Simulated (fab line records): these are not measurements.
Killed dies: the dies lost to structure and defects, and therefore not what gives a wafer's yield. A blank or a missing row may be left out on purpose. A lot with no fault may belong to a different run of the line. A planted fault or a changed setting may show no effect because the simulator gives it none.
Problem report in the 8D (eight disciplines) form, filled by code :: flow gf180mcu :: the parts of the form that need people (team, actions taken, sign-off) are left out

1. WHAT IS WRONG
strip_time_to_endpoint_s at GF_VT_IMPLANT_STRIP_31 reads a mean of 13.41 s on 6 wafers of 2 lots; wafers without a fault read 12.63 s with a standard deviation of 0.039. Relative to the usual mean, that is a shift of +20 standard deviations.
The step: strips in O2/N2.
Earliest sighting: wafer L155.1 on plasma_asher-01 at day 10 16:17. At this step, 39 wafers from 13 lots have a number in the record. Rule for "out", or "out of limits": more than 4 standard deviations from the usual mean. All remaining wafers that have a number are taken as sound.

2. WHAT IT IS; WHAT IT IS NOT
question: which readings at this step
is: strip_time_to_endpoint_s, platen_temp_c
is not: drypump_motor_current_A, heater_power_w

question: which lots
is: L155, L156
is not: L141, L142, L143, L144, L145, L147, L158, L161, L162, L163, L164

question: which wafers of those lots
is: all that have a number
is not: -

question: read on which tools
is: plasma_asher-01
is not: plasma_asher-02, plasma_asher-04

question: when
is: from day 10 16:17
is not: up to then (18 sound wafers); but 15 sound wafers of L158, L161, L162, L163, L164 came after

3. THE SUSPECTS, EACH WITH WHAT RULES IT OUT
Counting: any tool at a process step up to the reading is kept as a suspect provided that every lot that is out went through it and no sound lot did after the first of them.
- plasma_asher-01 at GF_VT_IMPLANT_STRIP_31 (strips in O2/N2): kept. Every lot that is out went through it, starting with L155 (day 10 16:17), and after that it ran no sound lot; the last sound lot it ran before then is L143 (day 7 12:08). On those wafers its own readings are out: platen_temp_c, strip_time_to_endpoint_s.
After counting, what remains is plasma_asher-01 at GF_VT_IMPLANT_STRIP_31.

4. THE CAUSE (what the simulator had put in)
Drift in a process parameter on plasma_asher-01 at GF_VT_IMPLANT_STRIP_31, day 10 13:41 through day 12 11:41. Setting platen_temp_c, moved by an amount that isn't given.
This tool alone remained once counting was done.

5. THE EFFECT CHAIN, in route order
Rows list readings where the struck wafers' mean (over those with a number) sits beyond 3 standard deviations from the usual. Scope: only readings with a usual standard deviation given in the record; hours: median across lots of the time from each lot's start at the first step in this table that gives one to its start at this step; sigmas: change in usual standard deviations.
hours: 0
step: GF_VT_IMPLANT_STRIP_31
reading: oes_product_au
usual: 0.716 a.u.
on struck wafers: 0.691
change: -0.025
sigmas: -5.5

hours: 0
step: GF_VT_IMPLANT_STRIP_31
reading: platen_temp_c
usual: 249.97 C
on struck wafers: 246.74
change: -3.23
sigmas: -19

hours: 0
step: GF_VT_IMPLANT_STRIP_31
reading: strip_time_to_endpoint_s
usual: 12.63 s
on struck wafers: 13.41
change: +0.78
sigmas: +20
The process steps in it:
- GF_VT_IMPLANT_STRIP_31: strips in O2/N2.
Later steps that measure or inspect, where all struck wafers having a row at the step show a number for every such reading and not one has moved that far: GF_SAB_THK_MEAS_01.

6. HOW IT WOULD HAVE BEEN CAUGHT EARLIER
In this record no reading fell out of limits until day 10 16:17, 3 hours after the fault had begun at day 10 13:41.
